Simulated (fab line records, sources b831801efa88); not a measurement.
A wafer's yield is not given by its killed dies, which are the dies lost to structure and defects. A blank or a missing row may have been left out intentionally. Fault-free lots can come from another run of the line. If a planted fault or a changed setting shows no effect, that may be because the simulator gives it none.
Which of the tools did it? ; flow gf180mcu ; 24 lots with 72 wafers sampled at 6 steps, on a route of 602 steps

## WHAT THE GAUGES SHOWED, per wafer
GF_V4_OVL_MEAS_15.
lot;measured;on;V4_OVL (nm)
L074;day 24 12:41;overlay-01;8 12 12
L075;day 25 01:55;overlay-02;-1 -7 7
L076;day 25 07:55;overlay-01;-11 -9 2
L077;day 25 12:30;overlay-01;-3 -1 4
L078;day 26 03:17;overlay-01;5 0 -1
L079;day 26 04:02;overlay-01;6 6 0
L080;day 26 21:31;overlay-02;11 17 3
L081;day 27 03:01;overlay-02;-3 0 3
L082;day 27 18:42;overlay-02;2 -8 -12
L083;day 27 22:06;overlay-02;-5 -4 3
L084;day 28 01:58;overlay-01;-5 -2 3
L085;day 28 17:59;overlay-01;-5 6 -4
L086;day 28 22:55;overlay-01;3 0 -7
L087;day 29 11:54;overlay-01;-7 -9 -11
L089;day 29 17:23;overlay-02;-6 -4 -6
L088;day 29 18:02;overlay-01;-4 2 -9
L090;day 29 19:48;overlay-01;-1 3 -3
L092;day 30 12:16;overlay-01;4 7 3
L091;day 30 13:13;overlay-01;-3 1 5
L093;day 30 15:51;overlay-01;-2 2 -4
L094;day 30 19:36;overlay-02;2 3 2
L095;day 31 07:21;overlay-01;-2 -7 2
L096;day 31 12:01;overlay-01;2 3 2
L097;day 31 14:12;overlay-01;8 8 9

GF_M5_CD_MEAS_07: target cd 280 nm.
lot;measured;on;cdNm (nm)
L074;day 26 08:33;cdSem-02;278.9 279.8 281.3
L075;day 26 22:50;cdSem-01;280.5 279.6 280.2
L076;day 27 04:34;cdSem-02;277.5 279.0 277.6
L077;day 27 07:53;cdSem-02;276.6 277.6 277.1
L078;day 27 22:58;cdSem-01;278.1 278.5 278.1
L079;day 27 23:32;cdSem-01;279.1 279.4 280.2
L080;day 28 15:38;cdSem-02;281.6 281.0 279.9
L081;day 28 20:55;cdSem-01;278.9 277.9 278.9
L082;day 29 11:26;cdSem-01;280.4 279.0 279.7
L083;day 29 15:20;cdSem-01;280.3 282.0 280.0
L084;day 29 18:51;cdSem-02;280.8 281.1 281.4
L085;day 30 10:20;cdSem-01;278.0 278.1 278.2
L086;day 30 14:18;cdSem-02;280.3 278.1 279.1
L087;day 31 02:05;cdSem-02;279.1 278.5 278.9
L089;day 31 07:10;cdSem-02;278.1 281.3 279.4
L088;day 31 07:59;cdSem-01;279.9 280.2 279.5
L090;day 31 11:04;cdSem-01;280.1 280.3 279.0
L092;day 32 03:42;cdSem-01;280.4 280.0 280.3
L091;day 32 04:49;cdSem-02;278.6 279.9 280.7
L093;day 32 05:03;cdSem-02;279.9 280.8 279.9
L094;day 32 09:17;cdSem-01;280.0 278.8 278.3
L095;day 32 18:32;cdSem-02;281.8 280.9 282.1
L096;day 33 00:51;cdSem-02;280.5 279.9 280.7
L097;day 33 02:04;cdSem-02;278.4 278.2 279.1

## TOOL THAT RAN EACH LOT (tool first, then ch and the chambers of the sampled wafers, then the start)
lot;GF_V4_ETCH_16;GF_V4_STRIP_18;GF_MIM_SPUTTER_02;GF_MIM_STRIP_20
L074;rieDiel-04 ch 1,2,3, day 24 12:43;plasmaAsher-04 ch 0,1, day 24 12:50;pvdSputter-03, day 24 14:13;plasmaAsher-04 ch 0,1, day 25 11:16
L075;rieDiel-02 ch 0,2, day 25 01:57;plasmaAsher-03 ch 0,1, day 25 02:05;pvdSputter-01, day 25 03:27;plasmaAsher-02 ch 0,1, day 26 01:23
L076;rieDiel-01 ch 1,3, day 25 07:56;plasmaAsher-01 ch 1, day 25 08:04;pvdSputter-02, day 25 09:26;plasmaAsher-02 ch 1, day 26 07:37
L077;rieDiel-04 ch 0,2, day 25 12:32;plasmaAsher-03 ch 0,1, day 25 12:40;pvdSputter-03, day 25 14:05;plasmaAsher-03 ch 0,1, day 26 11:52
L078;rieDiel-04 ch 2,3, day 26 03:19;plasmaAsher-01 ch 0,1, day 26 03:26;pvdSputter-02, day 26 04:50;plasmaAsher-03 ch 0,1, day 27 02:14
L079;rieDiel-04 ch 1,2,3, day 26 04:04;plasmaAsher-01 ch 0,1, day 26 04:11;pvdSputter-01, day 26 05:32;plasmaAsher-02 ch 0,1, day 27 02:46
L080;rieDiel-04 ch 1,2, day 26 21:34;plasmaAsher-04 ch 0,1, day 26 21:46;pvdSputter-03, day 26 23:05;plasmaAsher-03 ch 0,1, day 27 19:45
L081;rieDiel-02 ch 0,1, day 27 03:03;plasmaAsher-03 ch 0,1, day 27 03:11;pvdSputter-01, day 27 04:34;plasmaAsher-04 ch 0,1, day 28 00:52
L082;rieDiel-02 ch 0,1,2, day 27 18:44;plasmaAsher-01 ch 0,1, day 27 18:52;pvdSputter-03, day 27 20:13;plasmaAsher-02 ch 0,1, day 28 15:58
L083;rieDiel-02 ch 0,3, day 27 22:08;plasmaAsher-04 ch 0,1, day 27 22:16;pvdSputter-01, day 27 23:37;plasmaAsher-03 ch 0,1, day 28 20:03
L084;rieDiel-01 ch 2,3, day 28 01:59;plasmaAsher-01 ch 0,1, day 28 02:09;pvdSputter-03, day 28 03:28;plasmaAsher-04 ch 0,1, day 28 23:40
L085;rieDiel-04 ch 1,3, day 28 18:01;plasmaAsher-01 ch 0,1, day 28 18:09;pvdSputter-02, day 28 19:31;plasmaAsher-02 ch 0,1, day 29 14:58
L086;rieDiel-02 ch 0,2,3, day 28 22:57;plasmaAsher-04 ch 0,1, day 28 23:05;pvdSputter-02, day 29 00:28;plasmaAsher-04 ch 0,1, day 29 19:34
L087;rieDiel-02 ch 0,1,3, day 29 11:56;plasmaAsher-03 ch 0,1, day 29 12:04;pvdSputter-02, day 29 13:26;plasmaAsher-02 ch 0,1, day 30 08:08
L089;rieDiel-02 ch 0,1,2, day 29 17:25;plasmaAsher-03 ch 0, day 29 17:32;pvdSputter-03, day 29 19:00;plasmaAsher-02 ch 0,1, day 30 13:46
L088;rieDiel-02 ch 0,2,3, day 29 18:04;plasmaAsher-01 ch 0,1, day 29 18:11;pvdSputter-01, day 29 19:36;plasmaAsher-04 ch 0,1, day 30 14:04
L090;rieDiel-02 ch 0,1,2, day 29 19:50;plasmaAsher-01 ch 0,1, day 29 19:58;pvdSputter-03, day 29 21:42;plasmaAsher-02 ch 0,1, day 30 16:31
L092;rieDiel-01 ch 0,1,3, day 30 12:18;plasmaAsher-01 ch 0, day 30 12:25;pvdSputter-02, day 30 15:43;plasmaAsher-03 ch 0, day 31 09:44
L091;rieDiel-01 ch 0,1,2, day 30 13:15;plasmaAsher-01 ch 0,1, day 30 13:22;pvdSputter-03, day 30 16:01;plasmaAsher-03 ch 0,1, day 31 10:16
L093;rieDiel-04 ch 0,1,3, day 30 15:53;plasmaAsher-04 ch 0,1, day 30 16:01;pvdSputter-01, day 30 17:22;plasmaAsher-02 ch 0, day 31 11:26
L094;rieDiel-04 ch 1,2,3, day 30 19:38;plasmaAsher-03 ch 0,1, day 30 19:46;pvdSputter-03, day 30 21:07;plasmaAsher-03 ch 0,1, day 31 15:17
L095;rieDiel-04 ch 0,1,3, day 31 07:23;plasmaAsher-04 ch 0,1, day 31 07:31;pvdSputter-02, day 31 08:58;plasmaAsher-04 ch 0,1, day 32 02:31
L096;rieDiel-01 ch 0,1,3, day 31 12:02;plasmaAsher-03 ch 0,1, day 31 12:12;pvdSputter-01, day 31 13:40;plasmaAsher-04 ch 0,1, day 32 07:43
L097;rieDiel-04 ch 0,1,2, day 31 14:14;plasmaAsher-04 ch 0,1, day 31 14:22;pvdSputter-02, day 31 15:43;plasmaAsher-04 ch 0,1, day 32 09:31
- GF_V4_ETCH_16: etches BARC in N2/H2.
- GF_V4_STRIP_18: strips in O2/N2.
- GF_MIM_SPUTTER_02: material AlCu, target thk 450 nm, time 23.9 s.
- GF_MIM_STRIP_20: strips in O2/N2.

## WHAT THE TOOLS THEMSELVES READ (means of the sampled wafers that have a number; where no wafer has one, the mark that the record gives instead)
GF_V4_ETCH_16.
lot;tool;drypumpMotorCurrentA (A);oesProductAu (a.u.);throttleValvePct (%)
L074;rieDiel-04;5.8;0.854;13.230
L075;rieDiel-02;6.4;0.857;13.224
L076;rieDiel-01;5.9;0.857;13.226
L077;rieDiel-04;5.7;0.860;13.223
L078;rieDiel-04;5.8;0.857;13.232
L079;rieDiel-04;5.8;0.855;13.213
L080;rieDiel-04;5.5;0.851;13.228
L081;rieDiel-02;6.3;0.852;13.220
L082;rieDiel-02;6.2;0.858;13.221
L083;rieDiel-02;6.3;0.859;13.219
L084;rieDiel-01;5.7;0.856;13.215
L085;rieDiel-04;6.0;0.856;13.223
L086;rieDiel-02;6.2;0.854;13.226
L087;rieDiel-02;6.0;0.859;13.214
L089;rieDiel-02;6.2;0.855;13.228
L088;rieDiel-02;6.2;0.853;13.221
L090;rieDiel-02;6.2;0.856;13.219
L092;rieDiel-01;5.7;0.856;13.213
L091;rieDiel-01;5.5;0.856;13.218
L093;rieDiel-04;6.0;0.855;13.236
L094;rieDiel-04;5.8;0.862;13.227
L095;rieDiel-04;6.0;0.860;13.227
L096;rieDiel-01;5.7;0.853;13.220
L097;rieDiel-04;5.8;0.851;13.223

GF_V4_STRIP_18.
lot;tool;drypumpMotorCurrentA (A);heaterPowerW (W);oesProductAu (a.u.)
L074;plasmaAsher-04;5.6;304;0.593
L075;plasmaAsher-03;5.9;330;0.588
L076;plasmaAsher-01;5.2;340;0.588
L077;plasmaAsher-03;5.8;321;0.597
L078;plasmaAsher-01;5.5;331;0.592
L079;plasmaAsher-01;5.8;318;0.598
L080;plasmaAsher-04;5.6;300;0.597
L081;plasmaAsher-03;5.8;325;0.592
L082;plasmaAsher-01;5.5;327;0.595
L083;plasmaAsher-04;5.6;300;0.595
L084;plasmaAsher-01;5.5;326;0.595
L085;plasmaAsher-01;5.8;318;0.595
L086;plasmaAsher-04;5.4;287;0.596
L087;plasmaAsher-03;5.8;324;0.595
L089;plasmaAsher-03;6.0;300;0.593
L088;plasmaAsher-01;5.9;320;0.595
L090;plasmaAsher-01;5.8;317;0.591
L092;plasmaAsher-01;6.1;302;0.594
L091;plasmaAsher-01;5.5;324;0.597
L093;plasmaAsher-04;5.6;300;0.596
L094;plasmaAsher-03;5.6;351;0.590
L095;plasmaAsher-04;5.4;285;0.590
L096;plasmaAsher-03;5.6;351;0.598
L097;plasmaAsher-04;5.6;302;0.593

GF_MIM_SPUTTER_02.
lot;tool;throttleValvePct (%)
L074;pvdSputter-03;30.1
L075;pvdSputter-01;28.9
L076;pvdSputter-02;30.3
L077;pvdSputter-03;30.2
L078;pvdSputter-02;30.1
L079;pvdSputter-01;28.9
L080;pvdSputter-03;31.4
L081;pvdSputter-01;29.7
L082;pvdSputter-03;30.4
L083;pvdSputter-01;29.6
L084;pvdSputter-03;30.4
L085;pvdSputter-02;30.8
L086;pvdSputter-02;30.9
L087;pvdSputter-02;30.8
L089;pvdSputter-03;30.9
L088;pvdSputter-01;29.0
L090;pvdSputter-03;30.4
L092;pvdSputter-02;30.0
L091;pvdSputter-03;30.8
L093;pvdSputter-01;28.8
L094;pvdSputter-03;30.6
L095;pvdSputter-02;30.9
L096;pvdSputter-01;28.2
L097;pvdSputter-02;29.9

GF_MIM_STRIP_20.
lot;tool;drypumpMotorCurrentA (A);heaterPowerW (W);oesProductAu (a.u.);stripTimeToEndpointS (s)
L074;plasmaAsher-04;5.4;289;0.695;11.26
L075;plasmaAsher-02;5.7;319;0.691;11.22
L076;plasmaAsher-02;5.4;290;0.693;11.25
L077;plasmaAsher-03;5.8;325;0.693;11.18
L078;plasmaAsher-03;5.6;349;0.694;11.25
L079;plasmaAsher-02;5.7;313;0.691;11.22
L080;plasmaAsher-03;5.8;326;0.691;11.24
L081;plasmaAsher-04;5.6;299;0.694;11.28
L082;plasmaAsher-02;6.0;342;0.697;11.30
L083;plasmaAsher-03;5.8;322;0.697;11.31
L084;plasmaAsher-04;5.6;305;0.692;11.21
L085;plasmaAsher-02;6.0;339;0.689;11.22
L086;plasmaAsher-04;5.4;289;0.694;11.21
L087;plasmaAsher-02;6.0;342;0.687;11.18
L089;plasmaAsher-02;6.0;342;0.693;11.31
L088;plasmaAsher-04;5.4;287;0.690;11.22
L090;plasmaAsher-02;5.7;317;0.699;11.31
L092;plasmaAsher-03;6.0;298;0.688;11.27
L091;plasmaAsher-03;5.8;331;0.692;11.22
L093;plasmaAsher-02;6.3;369;0.692;11.26
L094;plasmaAsher-03;5.6;351;0.694;11.25
L095;plasmaAsher-04;5.4;289;0.688;11.19
L096;plasmaAsher-04;5.4;292;0.691;11.26
L097;plasmaAsher-04;5.4;290;0.697;11.29

## THE ANSWER, worked out from the rows above alone
Rule: usual is defined by the lots themselves. Put in order of their means at a reading, lots are off if they are a third of the lots or fewer, leave a main group of 4 or more, and stand apart from it by a gap of 3 or more times the standard deviation of the main group's means; of several such gaps the widest counts. The tables above print the reading to a certain number of digits; a main group whose means all agree to those digits is not used. Also off: a lot with no number at a reading for which 4 or more lots have one. Where the step has rows for the other lots, those lots are counted as sound. After the gauges, taken in route order, come the tools' own readings; for these a lot's mean is taken, as printed above. The first step at which some lot is off is used, and at that step the reading that is off furthest; a lot without a number counts as furthest.
None of the lots is off at any reading shown; this tells nothing.

## WHAT THE SIMULATOR PUT IN
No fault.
